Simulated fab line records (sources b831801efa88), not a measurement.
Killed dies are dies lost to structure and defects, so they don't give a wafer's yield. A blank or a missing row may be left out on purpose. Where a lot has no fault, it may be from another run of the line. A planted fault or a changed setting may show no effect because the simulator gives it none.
fab line records	flow sky130
record: lots: 7	wafers: 21	last-day: 50
route steps=708 shown POLY_GATE@222
lots untouched by any fault: they come from a run of this same line in which no faults occurred
start-h: hours from the record's first day to the start of the lot's first wafer shown	wait-h: how many hours have passed since the lot's step before this one	" unchanged from the row above	L1.1+2: one row covering several wafers at once	- no value, or no start given	* or withheld: withheld	< > ~ a bound
route shown NAME@n: a module of which the file shows steps, and the number in the route of the first	usual: mean/standard deviation taken from wafers without a fault	same: alike in all rows	chamber/n: place in a boat	sites: per-site readings	_std_site: standard deviation of those values	_edge_site: the outer-site mean with the inner-site mean subtracted	radius-mm: for every site, how far away it sits from the centre of the wafer	mask NAME#n: copy n	behind: the most recent tool/chamber to have shaped the wafer	hold: why the lot went on hold/how many hours it stayed there/how the hold came to an end	device: whichever transistor did not switch (one of n, p or np)	end of line: the same wafers' tests at the end of the route	a step with no rows: only its recipe	killed: count of dies lost to structure and defects at first sort (not the wafer's yield)	map: per-die view of a wafer (x killed, . not killed, _ where there is no die)
set.NAME: the setting as run; set.NAME@STEP: as run at that earlier step	model.NAME: the simulator's own value behind a step, which no gauge read
lots at selected steps of the route; one table per step, one row per wafer
services: a tool's chamber out of use, with start hour (start-h, from the record's first day; less than 0 if before it), hours out, and reason
== steps ==
step: SKY_POLY_GATE_COAT_08
recipe: resist: KrF-thick	spin-rpm: 3000	resist-thk-nm: 450
step: SKY_POLY_GATE_SOFTBAKE_09
recipe: temp-c: 100	time-s: 90	resist: KrF-thick
step: SKY_POLY_GATE_EXPOSE_10
recipe: mask-id: P1M	na: 0.68	source-shape: conventional	sigma-outer: 0.6	target-cd-nm: 150	dose-mj: 28
step: SKY_POLY_GATE_PEB_11
recipe: peb-temp-c: withheld	peb-time-s: withheld	resist: KrF-thick
step: SKY_POLY_GATE_DEVELOP_12
recipe: develop-time-s: 60	resist: KrF-thick	dev-temp-c: 21
step: SKY_POLY_GATE_CD_MEAS_13
recipe: target-cd-nm: 150
usual: cd-nm: 150.4/1.4
lot.wafer	tool	chamber	start-h	wait-h	cd-nm
L185.1	cd-sem-02	-	422.50	-	151.0
L185.4	"	-	"	"	152.2
L185.6	"	-	"	"	152.6
L187.2	cd-sem-01	-	464.12	-	149.9
L187.5	"	-	"	"	150.7
L187.6	"	-	"	"	150.7
L188.3	cd-sem-01	-	486.28	-	150.8
L188.4	"	-	"	"	150.5
L188.5	"	-	"	"	152.1
L189.2	cd-sem-02	-	487.20	-	151.8
L189.5	"	-	"	"	151.3
L189.6	"	-	"	"	151.1
L191.2	cd-sem-02	-	492.15	-	150.4
L191.3	"	-	"	"	152.2
L191.4	"	-	"	"	151.7
L198.3	cd-sem-02	-	542.39	-	150.6
L198.4	"	-	"	"	152.0
L198.6	"	-	"	"	151.3
L201.4	cd-sem-01	-	566.69	-	150.9
L201.5	"	-	"	"	148.6
L201.6	"	-	"	"	149.6
step: SKY_POLY_GATE_OVL_MEAS_14
usual: POLY_GATE_OVL: 0/6.2
lot.wafer	tool	chamber	start-h	wait-h	POLY_GATE_OVL[nm]
L185.1	overlay-02	-	422.62	0.1	-5
L185.4	"	-	"	"	0
L185.6	"	-	"	"	2
L187.2	overlay-02	-	464.23	0.1	-23
L187.5	"	-	"	"	-13
L187.6	"	-	"	"	-21
L188.3	overlay-01	-	486.37	0.1	1
L188.4	"	-	"	"	7
L188.5	"	-	"	"	9
L189.2	overlay-02	-	487.31	0.1	-2
L189.5	"	-	"	"	-2
L189.6	"	-	"	"	-1
L191.2	overlay-02	-	492.26	0.1	-2
L191.3	"	-	"	"	12
L191.4	"	-	"	"	3
L198.3	overlay-02	-	542.49	0.1	3
L198.4	"	-	"	"	3
L198.6	"	-	"	"	7
L201.4	overlay-01	-	566.77	0.1	4
L201.5	"	-	"	"	4
L201.6	"	-	"	"	3
step: SKY_POLY_GATE_ETCH_15
recipe: chemistry: N2/H2	target: BARC	ion-energy-ev: 200	source-w: 500	bias-w: 100	pressure-mtorr: 30	n2-flow-sccm: 100	h2-flow-sccm: 200	stop-on: SiO2	time-s: 118.5	target-depth-a: 1100
usual: bias-w: 99.95/0.26	chamber-pressure-mTorr: 29.998/0.027	drypump-motor-current-A: 5.64/0.28	h2-flow-sccm: 200.0/0.56	oes-product-au: 0.716/0.0046	throttle-valve-pct: 13.212/0.0094
lot.wafer	tool	chamber	start-h	wait-h	bias-w	chamber-pressure-mTorr	drypump-motor-current-A	h2-flow-sccm	oes-product-au	rf-hours-counter-h	throttle-valve-pct
L185.1	rie-diel-04	1	422.66	0.0	99.78	29.977	5.67	200.2	0.711	59	13.212
L185.4	"	3	"	"	99.69	29.982	5.63	199.9	0.715	-	13.225
L185.6	"	2	"	"	99.91	30.056	5.43	199.8	0.720	-	13.224
L187.2	rie-diel-04	1	464.26	0.0	99.80	29.987	5.68	200.1	0.722	60	13.204
L187.5	"	3	"	"	99.95	30.029	5.62	200.3	0.715	-	13.210
L187.6	"	0	"	"	99.69	29.956	5.76	201.0	0.715	-	13.216
L188.3	rie-diel-03	3	486.39	0.0	100.04	30.047	5.38	200.2	0.725	23	13.221
L188.4	"	1	"	"	99.38	30.013	5.82	201.2	0.714	10	13.206
L188.5	"	0	"	"	99.59	30.039	5.07	200.5	0.710	-	13.218
L189.2	rie-diel-04	3	487.34	0.0	100.18	29.997	5.65	200.0	0.724	21	13.219
L189.5	"	0	"	"	100.21	29.973	5.76	200.0	0.716	-	13.217
L189.6	"	1	"	"	100.24	29.967	5.68	200.3	0.715	-	13.211
L191.2	rie-diel-02	3	492.29	0.0	100.04	30.011	6.17	199.9	0.724	1	13.209
L191.3	"	0	"	"	99.70	29.972	5.55	199.6	0.716	4	13.211
L191.4	"	2	"	"	99.87	30.058	5.95	200.3	0.711	0	13.201
L198.3	rie-diel-04	1	542.51	0.0	99.98	30.014	5.69	198.4	0.705	62	13.208
L198.4	"	3	"	"	99.62	30.016	5.61	200.3	0.716	22	13.208
L198.6	"	0	"	"	99.87	29.966	5.77	200.3	0.722	-	13.221
L201.4	rie-diel-02	1	566.79	0.0	99.95	30.047	5.33	199.1	0.720	73	13.196
L201.5	"	0	"	"	99.93	29.977	5.57	201.2	0.715	-	13.210
L201.6	"	3	"	"	99.91	30.021	6.23	200.7	0.709	-	13.216
step: SKY_POLY_GATE_ETCH_16
recipe: stop-on: poly-Si	chemistry: CH3F/O2	target: Si3N4	source-w: 400	bias-w: 80	pressure-mtorr: 25	ch3f-flow-sccm: 40	O2_flow_sccm: 30	time-s: 144.9	target-depth-a: 750
usual: bias-w: 80.00/0.25	chamber-pressure-mTorr: 24.996/0.022	drypump-motor-current-A: 5.63/0.27	oes-product-au: 0.650/0.0047	throttle-valve-pct: 10.535/0.0084
lot.wafer	tool	chamber	start-h	wait-h	bias-w	chamber-pressure-mTorr	drypump-motor-current-A	oes-product-au	rf-hours-counter-h	throttle-valve-pct
L185.1	rie-diel-04	1	422.74	0.0	79.81	24.966	5.67	0.649	59	10.538
L185.4	"	3	"	"	79.54	25.007	5.63	0.646	-	10.528
L185.6	"	2	"	"	79.72	24.951	5.49	0.640	-	10.524
L187.2	rie-diel-04	1	464.34	0.0	79.92	24.970	5.68	0.653	60	10.524
L187.5	"	3	"	"	80.33	24.973	5.60	0.661	-	10.534
L187.6	"	0	"	"	80.18	25.014	5.76	0.651	-	10.531
L188.3	rie-diel-03	3	486.48	0.0	80.30	24.991	5.37	0.645	23	10.537
L188.4	"	1	"	"	79.83	25.017	5.87	0.658	10	10.536
L188.5	"	0	"	"	80.52	24.968	5.04	0.647	-	10.538
L189.2	rie-diel-04	3	487.42	0.0	80.50	24.944	5.62	0.644	21	10.536
L189.5	"	0	"	"	80.00	25.007	5.75	0.648	-	10.541
L189.6	"	1	"	"	80.00	24.977	5.68	0.654	-	10.536
L191.2	rie-diel-02	3	492.37	0.0	79.85	25.042	6.16	0.647	1	10.529
L191.3	"	0	"	"	80.02	25.038	5.53	0.656	4	10.531
L191.4	"	2	"	"	79.76	24.993	5.95	0.650	0	10.535
L198.3	rie-diel-04	1	542.59	0.0	79.86	25.031	5.66	0.648	62	10.533
L198.4	"	3	"	"	80.13	25.007	5.62	0.651	22	10.522
L198.6	"	0	"	"	79.75	25.017	5.74	0.648	-	10.549
L201.4	rie-diel-02	1	566.87	0.0	79.99	24.958	5.33	0.650	73	10.538
L201.5	"	0	"	"	80.36	25.011	5.52	0.652	-	10.536
L201.6	"	3	"	"	80.18	24.969	6.16	0.647	-	10.551
step: SKY_POLY_GATE_ETCH_17
recipe: target-depth-nm: 180	stop-on: SiO2	over-etch-frac: 0.56667	chemistry: HBr/Cl2	target: poly-Si	icp-w: 400	bias-w: 100	pressure-mtorr: 10	HBr_flow_sccm: 150	Cl2_flow_sccm: 50	time-s: 70.5
usual: bias-w: 100.0/0.31	chamber-pressure-mTorr: 10.001/0.0092	drypump-motor-current-A: 5.7/0.44	oes-product-au: 0.980/0.011	throttle-valve-pct: 33.684/0.0089
same: over-etch-frac: 0.56667
lot.wafer	tool	chamber	start-h	wait-h	bias-w	chamber-pressure-mTorr	drypump-motor-current-A	oes-product-au	rf-hours-counter-h	throttle-valve-pct
L185.1	rie-si-01	0	422.84	0.1	100.2	9.994	6.4	1.004	4	33.683
L185.4	"	1	"	"	99.7	10.022	5.5	0.984	24	33.671
L185.6	"	0	"	"	100.3	10.004	6.4	0.996	-	33.692
L187.2	rie-si-01	2	464.44	0.1	100.6	9.983	5.1	0.988	4	33.692
L187.5	"	3	"	"	99.7	10.008	5.3	0.956	-	33.682
L187.6	"	0	"	"	100.2	10.005	6.4	0.986	-	33.692
L188.3	rie-si-01	3	486.58	0.1	99.5	9.997	5.3	0.968	5	33.671
L188.4	"	0	"	"	99.8	9.990	6.4	0.980	5	33.680
L188.5	"	2	"	"	99.7	9.988	5.1	0.982	-	33.689
L189.2	rie-si-02	1	487.52	0.1	99.7	9.984	6.2	0.964	2	33.686
L189.5	"	0	"	"	99.9	10.017	5.8	0.988	-	33.678
L189.6	"	1	"	"	99.9	9.985	6.2	0.964	-	33.691
L191.2	rie-si-01	0	492.47	0.1	100.0	10.003	6.4	0.981	5	33.682
L191.3	"	1	"	"	100.3	10.006	5.5	0.975	25	33.678
L191.4	"	3	"	"	99.4	10.009	5.4	0.961	6	33.669
L198.3	rie-si-02	1	542.69	0.1	100.2	10.009	6.2	0.974	3	33.685
L198.4	"	2	"	"	99.9	9.992	5.4	0.973	1	33.683
L198.6	"	3	"	"	99.8	9.996	5.8	0.982	-	33.685
L201.4	rie-si-01	2	566.97	0.1	100.3	10.007	5.0	0.986	4	33.692
L201.5	"	0	"	"	99.6	9.987	6.5	0.990	-	33.700
L201.6	"	1	"	"	99.8	10.004	5.5	0.994	-	33.683
step: SKY_POLY_GATE_STRIP_18
recipe: chemistry: O2/N2	power-w: 1400	pressure-mtorr: 1500	platen-temp-c: withheld	o2-flow-sccm: 3000	n2-flow-sccm: 300	overash-fraction: 0.5
usual: chamber-pressure-mTorr: 1500.1/1.4	drypump-motor-current-A: 5.83/0.27	oes-product-au: 0.361/0.0049	strip-time-to-endpoint-s: 3.18/0.06
lot.wafer	tool	chamber	start-h	wait-h	chamber-pressure-mTorr	drypump-motor-current-A	oes-product-au	rf-hours-counter-h	strip-time-to-endpoint-s
L185.1	plasma-asher-04	1	422.90	0.0	1501.2	5.79	0.358	73	3.09
L185.4	"	0	"	"	1498.8	6.18	0.363	-	3.17
L185.6	"	1	"	"	1497.9	5.80	0.357	-	3.08
L187.2	plasma-asher-02	0	464.50	0.0	1504.1	5.73	0.354	68	3.07
L187.5	"	1	"	"	1498.5	5.47	0.370	-	3.24
L187.6	"	0	"	"	1499.2	5.74	0.357	-	3.16
L188.3	plasma-asher-01	0	486.67	0.1	1499.6	6.01	0.361	-	3.19
L188.4	"	1	"	"	1500.5	5.42	0.355	-	3.12
L188.5	"	1	"	"	1500.1	5.43	0.356	-	3.21
L189.2	plasma-asher-04	1	487.57	0.0	1503.1	5.78	0.366	79	3.22
L189.5	"	1	"	"	1500.1	5.79	0.358	-	3.24
L189.6	"	0	"	"	1499.0	6.19	0.363	-	3.18
L191.2	plasma-asher-04	1	492.52	0.0	1497.6	5.80	0.364	80	3.14
L191.3	"	0	"	"	1501.5	6.16	0.360	-	3.24
L191.4	"	1	"	"	1500.1	5.78	0.369	-	3.23
L198.3	plasma-asher-01	1	542.78	0.1	1501.6	5.45	0.355	-	3.18
L198.4	"	0	"	"	1499.1	6.01	0.360	-	3.18
L198.6	"	1	"	"	1501.9	5.44	0.362	-	3.20
L201.4	plasma-asher-02	1	567.06	0.1	1499.4	5.46	0.346	-	3.09
L201.5	"	1	"	"	1499.3	5.46	0.355	-	3.18
L201.6	"	0	"	"	1499.0	5.72	0.362	-	3.13
step: SKY_POLY_GATE_CLEAN_19
recipe: chemistry: SC1/SC2	mix: 1:4:20	temp-c: 70	time-s: 150	dry: n2-spin
step: SKY_POLY_GATE_OXIDATION_20
recipe: temp-c: 850	ambient: O2	stabilise-s: 600	purge-s: 300	target-thk-a: 40	ox-time-s: 899
usual: ox-temp-c: 850.0/0.36	ox-temp-c-max: 853.9/0.76	zone-power-centre-pct: 16.5/1
lot.wafer	tool	chamber	start-h	wait-h	ox-temp-c	ox-temp-c-max	zone-power-centre-pct
L185.1	furnace-01	0	423.16	0.1	850.4	854.7	15.5
L185.4	"	0	"	"	850.5	854.6	15.7
L185.6	"	0	"	"	850.1	853.7	15.3
L187.2	furnace-01	-	464.65	0.0	-	-	-
L187.5	"	-	"	"	-	-	-
L187.6	"	-	"	"	-	-	-
L188.3	furnace-02	-	486.78	0.0	-	-	-
L188.4	"	-	"	"	-	-	-
L188.5	"	-	"	"	-	-	-
L189.2	furnace-01	-	487.72	0.0	-	-	-
L189.5	"	-	"	"	-	-	-
L189.6	"	-	"	"	-	-	-
L191.2	furnace-01	0	492.68	0.0	850.5	854.2	15.4
L191.3	"	0	"	"	850.2	854.6	15.7
L191.4	"	0	"	"	850.6	854.7	15.4
L198.3	furnace-01	0	542.90	0.0	849.8	854.1	15.7
L198.4	"	0	"	"	849.7	853.3	15.6
L198.6	"	0	"	"	850.6	853.6	15.6
L201.4	furnace-01	0	567.17	0.0	849.9	853.1	15.8
L201.5	"	0	"	"	849.9	855.6	15.5
L201.6	"	0	"	"	850.0	854.2	15.5
step: SKY_POLY_GATE_CD_MEAS_22
usual: cd-nm: 150.2/2.7
lot.wafer	tool	chamber	start-h	wait-h	cd-nm
L185.1	cd-sem-02	-	424.47	0.1	150.2
L185.4	"	-	"	"	153.6
L185.6	"	-	"	"	150.3
L187.2	cd-sem-01	-	465.99	0.1	152.9
L187.5	"	-	"	"	150.3
L187.6	"	-	"	"	145.9
L188.3	cd-sem-01	-	488.15	0.1	145.8
L188.4	"	-	"	"	150.4
L188.5	"	-	"	"	155.2
L189.2	cd-sem-02	-	489.06	0.1	154.9
L189.5	"	-	"	"	147.6
L189.6	"	-	"	"	151.9
L191.2	cd-sem-01	-	494.02	0.1	149.6
L191.3	"	-	"	"	155.6
L191.4	"	-	"	"	152.3
L198.3	cd-sem-01	-	544.26	0.1	146.6
L198.4	"	-	"	"	155.0
L198.6	"	-	"	"	147.3
L201.4	cd-sem-02	-	568.57	0.1	151.5
L201.5	"	-	"	"	150.2
L201.6	"	-	"	"	149.6
== services ==
tool	chamber	start-h	hours	kind
plasma-asher-04	-	416.08	0.7	repair
rie-diel-02	2	419.97	-	clean
rie-diel-02	2	419.97	24.6	scheduled-down
rie-diel-02	2	419.97	24.6	vent-cycle
furnace-02	-	424.77	2.9	pm
rie-diel-02	-	441.14	28.1	pm
plasma-asher-01	-	449.20	7.6	pm
rie-si-02	2	454.22	6.3	repair
rie-si-02	0	468.01	15.4	repair
plasma-asher-02	-	474.45	1.3	repair
rie-diel-02	-	485.26	2.8	pm
rie-si-02	-	492.30	0.7	repair
rie-diel-02	3	511.70	6.4	repair
plasma-asher-02	-	520.88	7.9	repair
rie-diel-03	-	526.51	2.8	pm
rie-diel-04	2	526.64	4.4	repair
plasma-asher-04	-	529.90	1.0	repair
rie-si-01	3	545.56	8.0	repair
furnace-01	-	552.22	3.5	pm
rie-diel-03	2	563.24	22.8	repair
== key ==
first-sign: step: SKY_POLY_GATE_OXIDATION_20	reading: tool-record	direction: missing
effect none on later readings
met-at SKY_POLY_GATE_OXIDATION_20
struck-wafers L187.2,L187.5,L187.6,L188.3,L188.4,L188.5,L189.2,L189.5,L189.6
later-rows-left-out L187.2,L187.5,L187.6,L188.3,L188.4,L188.5,L189.2,L189.5,L189.6
sort-left-out L187.2,L187.5,L187.6,L188.3,L188.4,L188.5,L189.2,L189.5,L189.6
tester-left-out L187,L188,L189
onset-between 423.16 464.65
fault: kind: skipped-step-whole	tool: furnace-01,furnace-02	chamber: -	onset-h: 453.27	steps: SKY_POLY_GATE_OXIDATION_20	scope: struck-lots-only
tester-left-out: of these lots the tester's yield and bins aren't shown, on N5 and GAA mostly nor the transistor test; their killed dies are dies lost to structure and defects alone, not to doping, threshold or leakage, so they don't give the yield
sort-left-out: the simulated sort isn't trusted on such a fault, so these wafers' sort isn't shown, and their yield isn't known
later-rows-left-out: the simulator's readings of these wafers behind a module that went badly wrong aren't trusted and aren't shown, but for the sort
